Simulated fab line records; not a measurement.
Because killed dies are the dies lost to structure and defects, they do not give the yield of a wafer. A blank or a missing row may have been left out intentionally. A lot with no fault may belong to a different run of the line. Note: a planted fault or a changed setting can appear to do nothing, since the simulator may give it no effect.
The tool behind it: which one?	flow sky130	12 lots (36 wafers sampled), 1 step of a 708-step route

WHAT THE GAUGES READ, wafer by wafer
SKY_POLY_CUT_CD_MEAS_08: the cd target is 270 nm. Usual: cd nm reads 270.0 nm (standard deviation 1.5).
lot	measured	on	cd nm (nm)	flag
L107	day 24 08:49	cd sem-02	268.9 268.7 268.9	
L113	day 26 17:29	cd sem-02	269.1 268.9 269.3	
L114	day 26 23:37	cd sem-01	270.8 270.0 270.3	
L116	day 28 02:16	cd sem-01	269.4 269.9 271.5	
L118	day 28 15:26	cd sem-01	268.1 268.8 268.4	
L119	day 28 22:59	cd sem-02	268.6 267.4 268.3	
L120	day 29 05:49	cd sem-01	269.7 269.1 271.1	
L121	day 29 14:27	cd sem-02	271.7 273.2 272.6	
L124	day 30 13:53	cd sem-02	268.4 269.5 268.9	
L126	day 31 00:23	cd sem-02	272.1 269.9 271.3	
L128	day 31 19:01	cd sem-01	267.9 268.0 266.9	
L129	day 32 00:26	cd sem-02	269.9 269.8 270.4	

WHAT TOOL EACH LOT RAN ON (gives the tool, then ch and the chambers of the sampled wafers, and finally the start)
Before these readings, the record contains no process step.

WHAT THE TOOLS THEMSELVES READ (means of the sampled wafers that have a number; where no wafer has one, the mark that the record gives instead)
The record holds no such reading with a usual standard deviation.

THE ANSWER, worked out from the rows above alone
Rule: take the mean of a lot's wafers that have a number; if it is more than 3 standard deviations from the usual mean, the lot is off. Also off: a lot with no number at a reading for which 4 or more lots have one. The other lots that the step has rows for count as sound. After the gauges, taken in route order, come the tools' own readings; for these a lot's mean is taken, as printed above. The first step at which some lot is off is used, and at that step the reading that is off furthest; a lot without a number counts as furthest.
None of the lots is off at any reading shown; this tells nothing.

WHAT THE SIMULATOR PUT IN
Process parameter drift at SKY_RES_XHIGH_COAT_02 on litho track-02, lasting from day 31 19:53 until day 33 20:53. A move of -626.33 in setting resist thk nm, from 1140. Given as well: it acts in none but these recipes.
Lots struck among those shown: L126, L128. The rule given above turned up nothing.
